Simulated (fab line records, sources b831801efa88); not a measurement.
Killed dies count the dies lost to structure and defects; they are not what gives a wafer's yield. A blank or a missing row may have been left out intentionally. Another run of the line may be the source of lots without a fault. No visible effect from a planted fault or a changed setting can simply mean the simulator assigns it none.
Problem report in the 8D (eight disciplines) form, filled by code -- flow sky130 -- the parts of the form that need people (team, actions taken, sign-off) are left out

== 1. THE PROBLEM ==
Mean of cathode_dc_power_W at SKY_METAL1_SPUTTER_01: 7115.2 W across 4 wafers in 2 lots; on wafers with no fault it is 6500.0 W (standard deviation 1.1). That is +99 or more standard deviations from the usual mean.
The step: material TiN, target thk 20 nm, time 16.7 s.
The first sign was on wafer L518.3 at day 37 00:05, on pvd_sputter-01. Wafers with a number at this step in the record: 39, from 13 lots. Rule for "out" (also "out of limits"): further than 4 standard deviations from the usual mean. All remaining wafers that have a number are taken as sound.

== 2. WHAT THIS IS AND IS NOT ==
question,is,is not
which readings at this step,cathode_dc_power_W,throttle_valve_pct
which lots,"L518, L519","L502, L503, L504, L505, L506, L507, L508, L509, L511, L512, L522"
which wafers of those lots,"L518.3, L518.6, L519.1, L519.6","L518.5, L519.3"
read on which tools,pvd_sputter-01,"pvd_sputter-02, pvd_sputter-04"
when,from day 37 00:05,"up to then (31 sound wafers); but 4 sound wafers of L519, L522 came after"

== 3. SUSPECTS, AND WHAT RULES EACH OUT ==
Counting: a tool at a process step up to the reading stays a suspect if it ran every lot that is out. Sound lots after the first of them don't rule it out here, since some wafers of a struck lot are sound.
- pvd_sputter-01 at SKY_METAL1_SPUTTER_01 (material TiN, target thk 20 nm, time 16.7 s): kept. It ran every lot that is out, first L518 (day 37 00:05); its last sound lot up to then is L511 (day 34 20:02). Its own cathode_dc_power_W readings are out on those wafers.
Left after counting: pvd_sputter-01 at SKY_METAL1_SPUTTER_01.

== 4. THE CAUSE (what the simulator had put in) ==
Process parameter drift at SKY_METAL1_SPUTTER_01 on pvd_sputter-01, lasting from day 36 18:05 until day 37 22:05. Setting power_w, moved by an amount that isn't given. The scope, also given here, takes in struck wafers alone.
The count eliminated every tool but this one.

== 5. SEQUENCE OF EFFECTS, ordered by route ==
One row per reading whose mean, taken over the struck wafers that have a number, lies over 3 standard deviations from the usual. Scope: only readings with a usual standard deviation given in the record; hours: median across lots of the time from each lot's start at the first step in this table that gives one to its start at this step; sigmas: change in usual standard deviations.
hours,step,reading,usual,on struck wafers,change,sigmas
0,SKY_METAL1_SPUTTER_01,cathode_dc_power_W,6500.0 W,7115.2,+615.2,+99 or more
Here are the process steps it includes:
- SKY_METAL1_SPUTTER_01: material TiN, target thk 20 nm, time 16.7 s.

== 6. WHAT WOULD HAVE CAUGHT IT SOONER ==
The fault began at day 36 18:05; the first out-of-limits reading in this record came at day 37 00:05, 6 hours later.
